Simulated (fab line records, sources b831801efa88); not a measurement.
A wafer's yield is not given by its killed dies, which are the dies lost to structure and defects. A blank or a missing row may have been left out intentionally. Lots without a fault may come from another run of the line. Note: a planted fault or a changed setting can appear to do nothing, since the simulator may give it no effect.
fab line records	flow sky130
record lots=7	wafers=21	lastDay=50
route steps=708 shown METAL5@677 PASSIVATION@681 PAD_OPEN@708
lots that met no fault: taken from a fault-free run of the same line
startH: hours from the record's first day to the start of the lot's first wafer shown	waitH: how many hours have passed since the lot's step before this one	" identical to the entry in the row above	L1.1+2: one row covering several wafers at once	- either no value or no given start	* or withheld: withheld	< > ~ a bound
route shown NAME@n: names a module that has steps shown in the file, with the first one's number in the route	usual: mean/standard deviation taken from wafers without a fault	same: alike in all rows	chamber/n: place in a boat	sites: per-site readings	_std_site: the values' standard deviation	_edge_site: outer sites' mean less inner sites'	radiusMm: for every site, how far away it sits from the centre of the wafer	mask NAME#n: copy n	behind: tool/chamber where the wafer was last shaped	hold: why the lot was held/for how many hours/how that ended	device: names the non-switching transistor (n, p or np)	end of line: the same wafers' tests at the end of the route	step lacking rows: just its recipe	killed: count of dies lost to structure and defects at first sort (not the wafer's yield)	map: a wafer's dies, marking killed ones x, the rest . and places with no die _
set.NAME: the setting that was run; set.NAME@STEP: the one run at that earlier step	model.NAME: the simulator's own value behind a step, which no gauge read
a table for each step, a row for each wafer; lots at some steps of the route
services: when a tool's chamber went out of use (startH, in hours from the record's first day, below 0 if earlier), for how many hours, and the reason
## steps
# step SKY_METAL5_STRIP_16
# recipe chemistry=O2/N2	powerW=1400	pressureMtorr=1500	platenTempC=withheld	o2FlowSccm=3000	n2FlowSccm=300	overashFraction=0.5
# usual drypumpMotorCurrentA=5.9/0.46	oesProductAu=0.710/0.0047	stripTimeToEndpointS=13.01/0.09
lot.wafer	tool	chamber	startH	waitH	drypumpMotorCurrentA	oesProductAu	rfHoursCounterH	stripTimeToEndpointS
L841.1	plasmaAsher-01	0	1027.86	0.2	5.7	0.715	88	13.09
L841.2	"	1	"	"	5.9	0.710	88	13.07
L841.4	"	0	"	"	5.7	0.708	-	13.20
L851.2	plasmaAsher-03	0	1095.64	0.2	6.1	0.707	36	13.10
L851.4	"	0	"	"	6.1	0.705	-	13.01
L851.6	"	0	"	"	6.1	0.717	-	12.90
L857.4	plasmaAsher-01	0	1129.60	0.1	5.8	0.718	-	13.00
L857.5	"	1	"	"	5.9	0.704	-	13.01
L857.6	"	0	"	"	5.8	0.716	-	13.04
L859.1	plasmaAsher-03	0	1137.51	0.4	6.1	0.712	41	13.11
L859.2	"	1	"	"	6.4	0.703	41	13.12
L859.6	"	0	"	"	6.1	0.713	-	13.08
L860.1	plasmaAsher-04	0	1146.12	0.2	5.0	0.715	8	13.12
L860.5	"	1	"	"	5.5	0.712	-	13.22
L860.6	"	0	"	"	5.0	0.712	-	13.20
L862.2	plasmaAsher-04	0	1153.84	0.2	5.0	0.706	9	12.91
L862.3	"	0	"	"	5.0	0.711	-	12.83
L862.5	"	1	"	"	5.4	0.706	-	13.05
L863.1	plasmaAsher-03	0	1158.17	0.2	6.1	0.714	43	13.00
L863.2	"	1	"	"	6.5	0.711	43	13.06
L863.6	"	0	"	"	6.1	0.720	-	13.04
# step SKY_METAL5_STRIP_17
# recipe chemistry=postEtchResidueRemover	timeS=1200	tempC=72.5
# step SKY_METAL5_CLEAN_18
# recipe chemistry=IPA	timeS=180	tempC=25
# step SKY_METAL5_CLEAN_19
# recipe chemistry=O3/DIW	dry=n2Spin
# step SKY_PASSIVATION_CVD_00
# recipe material=SiO2	targetThkNm=90	tempC=400	timeS=withheld	rfW=600
# usual heaterPowerW=649/75	susceptorTempC=399.95/0.22
lot.wafer	tool	chamber	startH	waitH	heaterPowerW	susceptorTempC
L841.1	pecvd-01	1	1028.48	0.0	706	400.36
L841.2	"	0	"	"	706	400.00
L841.4	"	2	"	"	645	400.16
L851.2	pecvd-03	1	1096.23	0.0	624	399.73
L851.4	"	2	"	"	625	400.04
L851.6	"	1	"	"	638	399.58
L857.4	pecvd-02	2	1130.26	0.0	597	399.86
L857.5	"	1	"	"	723	399.78
L857.6	"	0	"	"	766	399.67
L859.1	pecvd-03	2	1138.28	0.0	574	400.13
L859.2	"	1	"	"	738	400.14
L859.6	"	1	"	"	744	400.00
L860.1	pecvd-01	2	1146.71	0.0	593	400.41
L860.5	"	1	"	"	656	399.53
L860.6	"	0	"	"	621	399.51
L862.2	pecvd-02	0	1154.43	0.0	710	399.88
L862.3	"	1	"	"	744	400.10
L862.5	"	2	"	"	594	399.71
L863.1	pecvd-01	1	1158.76	0.0	803	400.21
L863.2	"	2	"	"	545	400.03
L863.6	"	1	"	"	811	400.31
# step SKY_PASSIVATION_THK_MEAS_01
# recipe reads=SiO2_of_PASSIVATION_CVD_00
# usual PASSIVATION_CVD_00_THK=90.1/0.99
lot.wafer	tool	chamber	startH	waitH	PASSIVATION_CVD_00_THK[nm]
L841.1	filmMetro-02	-	1028.50	-	89.2
L841.2	"	-	"	"	89.0
L841.4	"	-	"	"	91.0
L851.2	filmMetro-01	-	1096.26	-	89.9
L851.4	"	-	"	"	90.0
L851.6	"	-	"	"	90.8
L857.4	filmMetro-01	-	1130.30	-	91.2
L857.5	"	-	"	"	91.5
L857.6	"	-	"	"	90.7
L859.1	filmMetro-02	-	1138.30	-	88.4
L859.2	"	-	"	"	88.7
L859.6	"	-	"	"	91.0
L860.1	filmMetro-02	-	1146.73	-	89.4
L860.5	"	-	"	"	90.3
L860.6	"	-	"	"	89.9
L862.2	filmMetro-04	-	1154.47	-	88.1
L862.3	"	-	"	"	89.7
L862.5	"	-	"	"	90.4
L863.1	filmMetro-04	-	1158.78	-	88.7
L863.2	"	-	"	"	89.8
L863.6	"	-	"	"	90.9
# step SKY_PASSIVATION_CVD_02
# recipe material=Si3N4	targetThkNm=540	tempC=400	timeS=withheld	rfW=439.2
# usual heaterPowerW=707/87	susceptorTempC=400.02/0.25
lot.wafer	tool	chamber	startH	waitH	heaterPowerW	susceptorTempC
L841.1	pecvd-03	0	1028.56	0.1	594	399.84
L841.2	"	2	"	"	651	399.54
L841.4	"	2	"	"	684	399.77
L851.2	pecvd-01	1	1096.31	0.0	834	400.05
L851.4	"	2	"	"	666	400.09
L851.6	"	1	"	"	854	400.04
L857.4	pecvd-01	0	1130.44	0.1	766	399.81
L857.5	"	0	"	"	624	399.82
L857.6	"	1	"	"	862	399.93
L859.1	pecvd-02	1	1138.36	0.1	736	399.98
L859.2	"	2	"	"	685	399.89
L859.6	"	0	"	"	810	399.78
L860.1	pecvd-02	2	1146.79	0.1	656	400.24
L860.5	"	1	"	"	640	400.43
L860.6	"	0	"	"	682	400.00
L862.2	pecvd-03	2	1154.52	0.0	668	400.02
L862.3	"	0	"	"	587	400.34
L862.5	"	2	"	"	685	399.96
L863.1	pecvd-03	0	1158.84	0.1	571	400.05
L863.2	"	1	"	"	810	399.88
L863.6	"	2	"	"	684	400.40
# step SKY_PASSIVATION_THK_MEAS_03
# recipe reads=Si3N4_of_PASSIVATION_CVD_02
# usual PASSIVATION_CVD_02_THK=536/6.9
lot.wafer	tool	chamber	startH	waitH	PASSIVATION_CVD_02_THK[nm]
L841.1	filmMetro-01	-	1028.78	-	530
L841.2	"	-	"	"	527
L841.4	"	-	"	"	536
L851.2	filmMetro-02	-	1096.55	-	533
L851.4	"	-	"	"	542
L851.6	"	-	"	"	546
L857.4	filmMetro-04	-	1130.70	-	546
L857.5	"	-	"	"	545
L857.6	"	-	"	"	545
L859.1	filmMetro-02	-	1138.58	-	537
L859.2	"	-	"	"	540
L859.6	"	-	"	"	549
L860.1	filmMetro-01	-	1147.01	-	522
L860.5	"	-	"	"	529
L860.6	"	-	"	"	533
L862.2	filmMetro-02	-	1154.75	-	522
L862.3	"	-	"	"	532
L862.5	"	-	"	"	543
L863.1	filmMetro-02	-	1159.06	-	526
L863.2	"	-	"	"	522
L863.6	"	-	"	"	530
# step SKY_PASSIVATION_DEHYDRATE_04
# recipe tempC=200	timeS=60
# step SKY_PASSIVATION_HMDS_05
# recipe primeTimeS=60	primeTempC=120
# step SKY_PASSIVATION_COAT_06
# recipe spinRpm=2000	resistThkNm=3000
# step SKY_PASSIVATION_SOFTBAKE_07
# recipe tempC=110	timeS=withheld
# step SKY_PASSIVATION_EXPOSE_08
# recipe maskId=NSM	targetCdNm=3000	na=0.57	doseMj=260
# usual exposureDoseMJCm2=260.03/0.23	focusOffsetNm=0.0/0.53	stageVelMmS=499.99/0.29
lot.wafer	tool	chamber	startH	waitH	mask	exposureDoseMJCm2	focusOffsetNm	stageVelMmS
L841.1	ilineStepper-01	0	1040.04	-	NSM#0	259.59	0.0	500.02
L841.2	"	0	"	"	NSM#0	260.49	0.0	499.91
L841.4	"	0	"	"	NSM#0	260.28	-0.1	500.60
L851.2	ilineStepper-02	0	1106.09	-	NSM#0	260.18	0.7	500.09
L851.4	"	0	"	"	NSM#0	260.13	1.3	500.04
L851.6	"	0	"	"	NSM#0	259.84	1.1	499.91
L857.4	ilineStepper-01	0	1140.56	-	NSM#0	264.89	-0.2	499.48
L857.5	"	0	"	"	NSM#0	264.60	0.2	499.85
L857.6	"	0	"	"	NSM#0	264.97	0.2	500.01
L859.1	ilineStepper-01	0	1147.30	-	NSM#0	264.69	-0.8	500.53
L859.2	"	0	"	"	NSM#0	264.53	0.1	500.28
L859.6	"	0	"	"	NSM#0	264.51	-0.4	500.21
L860.1	ilineStepper-01	0	1156.42	-	NSM#0	264.56	0.6	500.09
L860.5	"	0	"	"	NSM#0	264.42	-0.1	499.96
L860.6	"	0	"	"	NSM#0	264.11	0.1	499.82
L862.2	ilineStepper-02	0	1163.67	-	NSM#0	259.75	0.1	499.80
L862.3	"	0	"	"	NSM#0	259.75	0.4	499.90
L862.5	"	0	"	"	NSM#0	259.79	-0.7	499.74
L863.1	ilineStepper-02	0	1167.29	-	NSM#0	259.90	0.0	500.27
L863.2	"	0	"	"	NSM#0	260.20	0.1	500.18
L863.6	"	0	"	"	NSM#0	260.15	0.1	499.78
# step SKY_PASSIVATION_PEB_09
# recipe tempC=115	timeS=withheld
# step SKY_PAD_OPEN_PROBE_99
# usual defectLimitedYield=82.6/2.1	killed_at_M0_to_M3=43/7.3	killed_at_M4_up=3.1/1.8	killedAtContacts=24/5.4	killedAtFrontEnd=15/4.1	killedAtOther=0.2/0.52	killedDies=86/10	killedOpen=47/7.3	killedShort=39/6.4	sort_bin_3_pad_short=0.8/0.37	sort_bin_5_function=10.1/1.4	sort_bin_6_memory=6.4/1.2	sortNPass=406/10	sortYieldPct=82.6/2.1
# same grossDies=492	killedAtBackSide=0	sort_bin_4_leakage[%]=0	sort_bin_8_speed[%]=0
lot.wafer	tool	chamber	startH	waitH	defectLimitedYield[%]	killed_at_M0_to_M3	killed_at_M4_up	killedAtContacts	killedAtFrontEnd	killedAtOther	killedDies	killedOpen	killedShort	sort_bin_3_pad_short[%]	sort_bin_5_function[%]	sort_bin_6_memory[%]	sortNPass	sortYieldPct[%]
L841.1	prober-01	-	1074.88	0.1	82.3	41	2	28	15	1	87	46	41	1.8	8.1	7.7	405	82.3
L841.2	prober-01	-	1074.93	0.1	84.8	40	3	25	7	0	75	50	25	0.8	8.1	6.3	417	84.8
L841.4	prober-01	-	1075.03	0.2	85.0	44	1	15	14	0	74	33	40	0.8	8.3	5.9	418	85.0
L851.2	prober-01	-	1137.35	0.1	79.9	55	4	23	17	0	99	58	41	1.0	11.2	7.9	393	79.9
L851.4	prober-01	-	1137.45	0.2	82.5	39	8	24	15	0	86	45	41	1.0	11.2	5.3	406	82.5
L851.6	prober-01	-	1137.55	0.2	83.9	37	3	24	15	0	79	44	35	0.2	9.3	6.5	413	83.9
L857.4	prober-01	-	1168.87	0.2	85.6	34	3	19	15	0	71	39	32	0.4	8.9	5.1	421	85.6
L857.5	prober-01	-	1168.92	0.2	80.1	55	5	24	14	0	98	52	46	0.6	12.4	6.9	394	80.1
L857.6	prober-01	-	1168.97	0.2	83.3	43	2	25	11	1	82	47	35	1.0	9.8	5.9	410	83.3
L859.1	prober-02	-	1175.61	0.1	80.9	44	1	33	16	0	94	52	42	1.2	10.4	7.5	398	80.9
L859.2	prober-02	-	1175.66	0.1	81.7	53	2	21	14	0	90	53	37	0.8	10.4	7.1	402	81.7
L859.6	prober-02	-	1175.86	0.2	85.2	38	5	18	12	0	73	46	27	1.0	9.6	4.3	419	85.2
L860.1	prober-02	-	1184.02	0.1	86.2	30	3	22	13	0	68	39	29	0.6	8.1	5.1	424	86.2
L860.5	prober-02	-	1184.22	0.2	80.7	46	7	28	13	1	95	55	40	0.8	10.6	7.9	397	80.7
L860.6	prober-02	-	1184.27	0.2	80.9	52	6	22	14	0	94	46	48	1.6	10.0	7.5	398	80.9
L862.2	prober-02	-	1190.68	0.1	82.5	34	7	24	21	0	86	53	33	0.4	10.4	6.7	406	82.5
L862.3	prober-02	-	1190.73	0.2	79.9	51	7	27	14	0	99	51	48	0.6	11.0	8.5	393	79.9
L862.5	prober-02	-	1190.83	0.2	79.9	39	7	32	21	0	99	46	53	1.4	12.8	5.9	393	79.9
L863.1	prober-01	-	1192.59	0.1	83.3	36	1	27	18	0	82	45	37	1.4	9.1	6.1	410	83.3
L863.2	prober-01	-	1192.64	0.1	81.1	46	3	27	16	1	93	52	41	1.2	10.0	7.7	399	81.1
L863.6	prober-01	-	1192.84	0.2	82.1	41	2	28	17	0	88	45	42	1.0	10.6	6.3	404	82.1
# killed by level:class
L841.1 CONTACT:geometricParticle:open=12 VIA1:geometricParticle:short=9 VIA1:geometricParticle:open=9 VIA2:geometricParticle:open=8 CONTACT:geometricParticle:short=8 METAL1:geometricParticle:short=5 FIELD_ISO:geometricParticle:open=4 FIELD_ISO:geometricParticle:short=3
L841.2 CONTACT:geometricParticle:open=11 VIA1:geometricParticle:open=11 VIA1:geometricParticle:short=8 LI_CONTACT:geometricParticle:open=8 VIA2:geometricParticle:open=6 METAL2:geometricParticle:short=4 VIA3:geometricParticle:open=4 METAL3:geometricParticle:short=3
L841.4 VIA1:geometricParticle:short=8 METAL2:geometricParticle:short=8 VIA1:geometricParticle:open=7 LI_CONTACT:geometricParticle:open=6 METAL1:geometricParticle:open=5 METAL3:geometricParticle:short=4 CONTACT:geometricParticle:short=4 FIELD_ISO:geometricParticle:short=3
L851.2 VIA1:geometricParticle:open=11 CONTACT:geometricParticle:open=8 VIA3:geometricParticle:open=8 METAL2:geometricParticle:short=7 VIA2:geometricParticle:open=7 POLY_GATE:geometricParticle:open=6 LI_CONTACT:geometricParticle:open=6 FIELD_ISO:geometricParticle:open=4
L851.4 VIA1:geometricParticle:open=11 CONTACT:geometricParticle:open=9 METAL4:geometricParticle:short=7 CONTACT:geometricParticle:short=7 FIELD_ISO:geometricParticle:open=6 LI_CONTACT:geometricParticle:open=6 METAL2:geometricParticle:short=6 VIA1:geometricParticle:short=5
L851.6 VIA1:geometricParticle:open=10 CONTACT:geometricParticle:open=7 LI_CONTACT:geometricParticle:open=6 METAL1:geometricParticle:short=5 VIA3:geometricParticle:open=5 FIELD_ISO:geometricParticle:open=4 CONTACT:geometricParticle:short=4 VIA1:geometricParticle:short=4
L857.4 CONTACT:geometricParticle:open=8 VIA2:geometricParticle:open=7 VIA1:geometricParticle:open=7 FIELD_ISO:geometricParticle:short=6 LI_CONTACT:geometricParticle:open=6 VIA1:geometricParticle:short=4 METAL2:geometricParticle:short=4 VIA3:geometricParticle:open=4
L857.5 VIA1:geometricParticle:open=13 CONTACT:geometricParticle:open=9 METAL1:geometricParticle:short=7 VIA1:geometricParticle:short=7 VIA3:geometricParticle:open=7 LI_CONTACT:geometricParticle:open=6 VIA3:geometricParticle:short=6 CONTACT:geometricParticle:short=5
L857.6 VIA1:geometricParticle:open=10 VIA2:geometricParticle:open=10 CONTACT:geometricParticle:open=6 LI_CONTACT:geometricParticle:open=5 LOCAL_INTERCONNECT:geometricParticle:short=5 CONTACT:geometricParticle:short=5 FIELD_ISO:geometricParticle:short=3 FIELD_ISO:geometricParticle:open=3
L859.1 CONTACT:geometricParticle:open=14 VIA3:geometricParticle:open=10 VIA1:geometricParticle:open=8 LI_CONTACT:geometricParticle:open=7 METAL2:geometricParticle:short=6 METAL1:geometricParticle:short=5 FIELD_ISO:geometricParticle:short=4 POLY_GATE:geometricParticle:open=4
L859.2 VIA1:geometricParticle:open=13 LI_CONTACT:geometricParticle:open=6 METAL1:geometricParticle:short=6 VIA1:geometricParticle:short=6 VIA2:geometricParticle:open=6 VIA3:geometricParticle:open=6 POLY_GATE:geometricParticle:open=5 CONTACT:geometricParticle:open=5
L859.6 VIA1:geometricParticle:open=12 CONTACT:geometricParticle:open=7 VIA3:geometricParticle:open=7 LOCAL_INTERCONNECT:geometricParticle:short=4 LI_CONTACT:geometricParticle:open=4 VIA2:geometricParticle:open=4 FIELD_ISO:geometricParticle:short=3 METAL1:geometricParticle:short=3
L860.1 CONTACT:geometricParticle:open=11 VIA1:geometricParticle:open=7 FIELD_ISO:geometricParticle:open=5 CONTACT:geometricParticle:short=5 METAL2:geometricParticle:short=5 METAL1:geometricParticle:short=5 VIA3:geometricParticle:open=5 POLY_GATE:geometricParticle:open=3
L860.5 LI_CONTACT:geometricParticle:open=14 METAL1:geometricParticle:short=10 CONTACT:geometricParticle:open=9 VIA1:geometricParticle:open=9 VIA2:geometricParticle:open=9 VIA1:geometricParticle:short=7 FIELD_ISO:geometricParticle:open=6 METAL4:geometricParticle:short=5
L860.6 VIA3:geometricParticle:open=10 CONTACT:geometricParticle:open=8 VIA1:geometricParticle:open=8 METAL1:geometricParticle:short=6 METAL3:geometricParticle:short=6 LI_CONTACT:geometricParticle:open=5 METAL2:geometricParticle:short=5 VIA2:geometricParticle:short=5
L862.2 VIA1:geometricParticle:open=12 LI_CONTACT:geometricParticle:open=11 VIA3:geometricParticle:open=7 FIELD_ISO:geometricParticle:open=6 CONTACT:geometricParticle:open=6 METAL1:geometricParticle:short=6 FIELD_ISO:geometricParticle:short=3 METAL4:geometricParticle:short=3
L862.3 VIA1:geometricParticle:open=16 CONTACT:geometricParticle:open=10 METAL1:geometricParticle:short=8 POLY_GATE:geometricParticle:short=6 LI_CONTACT:geometricParticle:open=6 VIA3:geometricParticle:open=6 VIA1:geometricParticle:short=6 POLY_GATE:geometricParticle:open=5
L862.5 CONTACT:geometricParticle:open=13 CONTACT:geometricParticle:short=8 VIA1:geometricParticle:open=7 METAL4:geometricParticle:short=6 LOCAL_INTERCONNECT:geometricParticle:short=6 VIA3:geometricParticle:open=6 METAL2:geometricParticle:short=5 VIA1:geometricParticle:short=5
L863.1 LI_CONTACT:geometricParticle:open=9 CONTACT:geometricParticle:open=7 VIA2:geometricParticle:open=7 POLY_GATE:geometricParticle:short=6 POLY_GATE:geometricParticle:open=5 CONTACT:geometricParticle:short=5 VIA1:geometricParticle:open=5 METAL2:geometricParticle:short=5
L863.2 CONTACT:geometricParticle:open=14 VIA1:geometricParticle:open=12 METAL2:geometricParticle:short=6 FIELD_ISO:geometricParticle:open=5 POLY_GATE:geometricParticle:short=5 VIA2:geometricParticle:short=5 CONTACT:geometricParticle:short=4 METAL1:geometricParticle:short=4
L863.6 VIA2:geometricParticle:open=9 LOCAL_INTERCONNECT:geometricParticle:short=8 CONTACT:geometricParticle:open=7 VIA1:geometricParticle:open=6 FIELD_ISO:geometricParticle:short=5 POLY_GATE:geometricParticle:open=5 LI_CONTACT:geometricParticle:open=5 CONTACT:geometricParticle:short=5
## services
tool	chamber	startH	hours	kind
ilineStepper-02	-	1029.54	1.7	repair
pecvd-02	1	1033.99	17.0	repair
pecvd-03	-	1042.15	6.0	pm
ilineStepper-02	-	1045.86	6.0	repair
plasmaAsher-04	-	1047.70	2.6	repair
ilineStepper-02	-	1050.39	0.9	repair
pecvd-02	2	1054.42	11.4	repair
plasmaAsher-04	-	1055.30	9.0	pm
plasmaAsher-04	0	1055.30	9.0	ventCycle
plasmaAsher-04	1	1055.30	9.0	ventCycle
plasmaAsher-01	-	1060.11	0.4	repair
plasmaAsher-04	0	1064.30	-	clean
plasmaAsher-04	1	1064.30	-	clean
ilineStepper-02	-	1065.93	1.7	pm
pecvd-03	0	1108.63	16.5	scheduledDown
plasmaAsher-01	-	1113.14	9.2	repair
plasmaAsher-03	-	1129.91	1.6	repair
pecvd-01	2	1130.33	2.1	scheduledDown
ilineStepper-01	-	1136.92	2.1	pm
ilineStepper-01	-	1139.01	-	consumableReplace:lamp
ilineStepper-02	0	1147.06	-	calibration
ilineStepper-01	0	1154.35	-	calibration
plasmaAsher-04	-	1160.32	9.2	repair
ilineStepper-01	-	1160.52	1.7	pm
## key
firstSign step=SKY_PASSIVATION_EXPOSE_08	reading=exposureDoseMJCm2	direction=up	sigmas=20	usual=*	struck=*
effect none on later readings
metAt SKY_PASSIVATION_EXPOSE_08
struckWafers L857.4,L857.5,L857.6,L859.1,L859.2,L859.6,L860.1,L860.5,L860.6
onsetBetween 1040.04 1140.56
fault kind=processParameterDrift	tool=ilineStepper-01	chamber=-	onsetH=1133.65	steps=SKY_PASSIVATION_EXPOSE_08	channel=doseMj	offset=4.5483	shape=step	actsIn=theseRecipesOnly	stated=260
